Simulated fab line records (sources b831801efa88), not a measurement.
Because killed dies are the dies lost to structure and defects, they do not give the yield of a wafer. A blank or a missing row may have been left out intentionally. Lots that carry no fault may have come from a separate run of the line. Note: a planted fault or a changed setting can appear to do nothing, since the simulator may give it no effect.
Which tool was responsible? -- flow sky130 -- 36 wafers sampled from 12 lots at 1 step of a route of 708

## WHAT THE GAUGES SHOWED, per wafer
SKY_METAL1_THK_MEAS_06: measures by xrf.
lot,measured,on,METAL1_ALCU_THK (nm)
L075,day 31 16:40,filmMetro-04,243 243 244
L077,day 32 06:26,filmMetro-04,249 246 246
L079,day 33 00:47,filmMetro-04,253 249 253
L081,day 33 19:17,filmMetro-03,243 247 248
L083,day 35 02:32,filmMetro-03,242 240 240
L085,day 35 07:56,filmMetro-03,251 241 242
L087,day 36 16:07,filmMetro-03,246 249 246
L089,day 37 08:40,filmMetro-04,250 253 251
L091,day 37 12:23,filmMetro-02,245 248 243
L093,day 37 17:38,filmMetro-04,251 248 251
L095,day 38 22:14,filmMetro-03,252 248 251
L097,day 39 13:56,filmMetro-02,244 245 246

## EACH LOT AND THE TOOL THAT RAN IT (in order: tool; ch and the chambers of the sampled wafers; start)
Record: no process step prior to these readings.

## THE ANSWER, worked out from the rows above alone
Rule: the lots themselves supply what counts as usual. The widest of any qualifying gaps counts: lots, ordered by their means at a reading, are off when they make up no more than a third of the lots, leave a main group of 4 or more, and stand apart from it by 3 or more times the standard deviation of that group's means. If all means in a main group match to the digits the tables above print for the reading, that group is not used. Also off: a lot with no number at a reading for which 4 or more lots have one. Where the step has rows for the other lots, those lots are counted as sound.
Across all readings shown, no lot is off: no conclusion can be drawn from this.

## WHAT THE SIMULATOR PUT IN
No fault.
